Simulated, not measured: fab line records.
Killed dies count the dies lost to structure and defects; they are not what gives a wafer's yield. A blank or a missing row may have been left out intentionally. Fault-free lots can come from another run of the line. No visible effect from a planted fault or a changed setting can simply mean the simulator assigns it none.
2 desks looking at one fault | flow gf180mcu | each desk has only its own numbers; what lay behind them comes last

METROLOGY DESK
Lot by lot, what the gauges showed, no matter which tool ran the lot: averages of those sampled wafers that carry a number. Any lot whose mean is over 4 standard deviations away from the usual mean is out of limits and marked OUT; that distance is given in the brackets.
Columns: A = SALICIDE_TIN_RS at GF_SALICIDE_RS_MEAS_04, usual 16.2 ohm/sq
lot  | first seen here | A
L594 | day 15 01:26    | 16.2
L596 | day 15 21:05    | 16.5
L597 | day 16 02:03    | 16.3
L598 | day 16 23:06    | 15.8
L601 | day 18 14:28    | 15.8
L603 | day 19 12:02    | 15.7
L604 | day 19 12:10    | 16.5
L608 | day 20 20:32    | 18.4 (+7.0) OUT
L611 | day 21 15:52    | 17.4
L612 | day 21 16:53    | 16.0
L613 | day 22 02:32    | 17.4
L614 | day 22 10:25    | 16.5
L615 | day 22 18:17    | 16.1
Per this desk, out of limits: L608; the first was L608, day 20 20:32 (SALICIDE_TIN_RS at GF_SALICIDE_RS_MEAS_04). In limits: L594, L596, L597, L598, L601, L603, L604, L611, L612, L613, L614, L615.

FOR THE TOOL OWNER'S DESK: pvd sputter-02
The tool's own readings at GF_SALICIDE_SPUTTER_02 (material Co, target thk 10 nm, time 20 s): means of the sampled wafers that have a number, for each lot that ran on this tool. Any lot whose mean is over 4 standard deviations away from the usual mean is out of limits and marked OUT; that distance is given in the brackets.
Columns: A = chamber pressure pa at GF_SALICIDE_SPUTTER_02, usual 0.4000 Pa; B = throttle valve pct at GF_SALICIDE_SPUTTER_02, usual 29.8 %
lot  | first seen here | A      | B
L596 | day 15 20:59    | 0.4011 | 29.8
L604 | day 19 12:03    | 0.3996 | 29.9
L608 | day 20 20:29    | 0.4002 | 29.5
L611 | day 21 15:49    | 0.4001 | 29.4
L613 | day 22 02:26    | 0.4002 | 29.8
This desk's verdict: no lot among the 5 shows anything out of limits.

TAKEN TOGETHER
The metrology desk could have raised an alarm at day 20 20:32, on L608.
Nothing out of limits was seen by the tool owner's desk.
On record at the tool owner's desk: L608, within its limits.
All the named lots went through GF_SALICIDE_SPUTTER_02 on pvd sputter-02.

WHAT HAD BEEN PUT IN BY THE SIMULATOR
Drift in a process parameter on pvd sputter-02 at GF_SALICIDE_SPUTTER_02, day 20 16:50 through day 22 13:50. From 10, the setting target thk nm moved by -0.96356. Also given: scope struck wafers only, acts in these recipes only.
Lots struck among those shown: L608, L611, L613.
Time in hours between the start of the fault and the first out-of-limits reading at each desk: metrology desk, 4.
